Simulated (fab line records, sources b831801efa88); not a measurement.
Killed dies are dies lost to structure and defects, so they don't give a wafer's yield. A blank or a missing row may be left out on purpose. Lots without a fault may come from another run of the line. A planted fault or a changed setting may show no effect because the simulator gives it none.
A struck lot beside a sound one | flow gf180mcu | 18 steps out of a route of 602
Sound: wafers L254.1, L254.4, L254.5. Struck: wafers L257.2, L257.6. (L257.5 of the same lot was not struck and is left out.) The cause comes at the end.
At each step with rows: each side's tool, then ch and its chambers, then its first start. Under that, the readings that differ: sound wafers | struck wafers | difference of the means | sigmas: that difference in standard deviations of wafers without a fault.
alike: readings whose means differ by less than 2 such deviations, and words and numbers that are the same on both sides. not compared: withheld readings, readings that some wafer has no value for, bounds like >300 that may hide the same value, and numbers for which the record gives no deviation and whose values overlap.
The two part at a step that has a row with sigmas, a row that says differs or no value, or rows on one side only. Numbers that don't overlap but have no deviation are shown without sigmas and don't part them. A reading that every wafer of one side lacks parts them only if that side has two wafers or more.

first, 3 steps without rows for these wafers: GF_V3_EXPOSE_11 (exposes mask Via3, target cd 260 nm); GF_V3_PEB_12 (peb time 90 s); GF_V3_DEVELOP_13 (develop time 60 s).
GF_V3_CD_MEAS_14: target cd 260 nm.
  sound on cd_sem-02, day 23 03:09; struck on cd_sem-01, day 24 09:03
  alike: cd_nm
GF_V3_OVL_MEAS_15:
  sound on overlay-02, day 23 03:16; struck on overlay-01, day 24 09:10
  alike: V3_OVL
GF_V3_ETCH_16: etches BARC in N2/H2.
  sound on rie_diel-03 ch 2,3, day 23 03:19; struck on rie_diel-04 ch 1,3, day 24 09:11
  alike: drypump_motor_current_A, oes_product_au, throttle_valve_pct
GF_V3_ETCH_17: etches SiO2 in C4F8/O2/Ar, stops on TiN, target depth 635 nm.
  sound on rie_diel-03 ch 2,3; struck on rie_diel-04 ch 1,3
  alike: oes_product_au
GF_V3_STRIP_18: strips in O2/N2.
  sound on plasma_asher-01 ch 0,1, day 23 03:26; struck on plasma_asher-01 ch 0, day 24 09:19
  reading               | sound             | struck      | difference | sigmas
  oes_product_au (a.u.) | 0.601 0.605 0.592 | 0.585 0.588 | -0.013     | -2
  alike: drypump_motor_current_A, heater_power_w
  not compared: rf_hours_counter_h
then, 2 steps without rows for these wafers: GF_V3_STRIP_19 (strips in post etch residue remover, time 1200 s); GF_V3_CLEAN_20 (cleans in DIW).
GF_V3_SPUTTER_21: material Ti, target thk 15 nm, time 80.02 s.
  sound on pvd_sputter-04, day 23 03:59; struck on pvd_sputter-03, day 24 09:51
  alike: throttle_valve_pct
GF_V3_SPUTTER_22: material TiN, target thk 10 nm, time 40 s.
  sound on pvd_sputter-04, day 23 04:02; struck on pvd_sputter-03, day 24 09:55
  alike: throttle_valve_pct
GF_V3_CVD_23: deposits W, target thk 350 nm, time 104.9 s.
  sound on cvd_w-01 ch 0,1, day 23 04:05; struck on cvd_w-01 ch 1, day 24 09:57
  reading                          | sound             | struck    | difference | sigmas
  model.W_of_V3_CVD_23.thk_nm (nm) | 348.9 350.5 361.8 | 538 543.5 | +187       |
  alike: heater_power_w
GF_V3_RS_MEAS_24: measures by four-point-probe.
  sound on film_metro-03, day 23 04:11; struck on film_metro-01, day 24 10:05
  reading          | sound             | struck      | difference | sigmas
  V3_W_RS (ohm/sq) | 0.329 0.327 0.317 | 0.213 0.210 | -0.113     | -18
GF_V3_THK_MEAS_25: measures by xrf.
  sound on film_metro-03, day 23 04:19; struck on film_metro-01, day 24 10:11
  reading       | sound       | struck  | difference | sigmas
  V3_W_THK (nm) | 341 343 354 | 526 535 | +184       | +29
GF_V3_CMP_26: polishes, stops on SiO2, t overpolish 15 s, target thk 0 nm.
  sound on cmp-02 ch 2,3, day 23 04:22; struck on cmp-02 ch 1,2, day 24 10:23
  reading                | sound    | struck  | difference | sigmas
  time_to_endpoint_s (s) | 90 86 88 | 139 142 | +52        | +11
  alike: motor_current_A
then, 1 step without rows for these wafers: GF_M4_SPUTTER_00 (material Ti, target thk 37.5 nm, time 150 s).
-- the record jumps here: 6 days lie between the struck wafers' starts before and after (it left off in module M4 and takes up again in module PASSIVATION, whose first step shown is number 602 of the route) --
GF_PASSIVATION_PROBE_99:
  the record has rows for the struck wafers here (prober-02, day 30 18:11) and none for the sound ones

WHERE THEY PART
First at GF_V3_STRIP_18; last, within this record, at GF_PASSIVATION_PROBE_99.

WHY: what the simulator had put in
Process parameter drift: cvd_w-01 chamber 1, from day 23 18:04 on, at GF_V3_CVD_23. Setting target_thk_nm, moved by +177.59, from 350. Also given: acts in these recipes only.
